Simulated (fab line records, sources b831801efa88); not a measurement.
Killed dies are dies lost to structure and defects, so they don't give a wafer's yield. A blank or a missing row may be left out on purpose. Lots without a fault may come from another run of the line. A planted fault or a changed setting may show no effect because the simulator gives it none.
Chamber matching | flow sky130 | SKY_VIA1_ETCH_14 on rie_diel-03: 4 sister chambers
The step etches BARC in N2/H2, stops on SiO2, time 45.9 s, target depth 60 nm. 8 wafers are shown with their chamber, then 9 later ones without.

WAFERS WITH THEIR CHAMBER
wafer  | chamber | drypump_motor_current_A (A) | rf_fwd_power_W (W)
L088.5 | 3       | 5.4                         | 493.6
L088.6 | 2       | 6.1                         | 494.3
L089.2 | 3       | 5.4                         | 493.8
L089.3 | 1       | 5.8                         | 495.9
L089.6 | 0       | 5.3                         | 494.4
L090.2 | 1       | 5.8                         | 494.6
L090.4 | 2       | 6.1                         | 494.6
L090.5 | 0       | 5.2                         | 495.2

WAFERS WITHOUT THEIR CHAMBER
wafer  | drypump_motor_current_A (A) | rf_fwd_power_W (W)
L092.3 | 5.2                         | 493.0
L092.4 | 5.4                         | 494.1
L092.5 | 5.8                         | 497.2
L094.1 | 5.8                         | 493.3
L094.2 | 5.2                         | 491.6
L094.3 | 5.4                         | 493.0
L096.3 | 6.1                         | 495.9
L096.5 | 5.2                         | 495.5
L096.6 | 6.1                         | 493.4

WHICH CHAMBER EACH WENT THROUGH
wafer  | from the rows above     | in truth
L092.3 | 0                       | 0
L092.4 | 3                       | 3
L092.5 | 1                       | 1
L094.1 | 1                       | 1
L094.2 | can't be placed: 0 or 3 | 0
L094.3 | 3                       | 3
L096.3 | 2                       | 2
L096.5 | 0                       | 0
L096.6 | 2                       | 2
Placed correctly: 8 of 9. Can't be placed from these rows: 1 (the true chamber is among the candidates in 1). Placed wrongly: 0.
How it was worked out, from the rows above alone: a wafer's distance from a chamber is the root of the sum, over the readings, of the square of ((its reading less the chamber's mean) divided by the reading's scatter). The wafer belongs to the nearest chamber; if the next one is less than 2 further off, it can't be placed. A chamber's mean is the mean of its shown wafers. The scatter: the root of (the sum of the squares of (reading less its chamber's mean) over the shown wafers, divided by (wafers less chambers)).
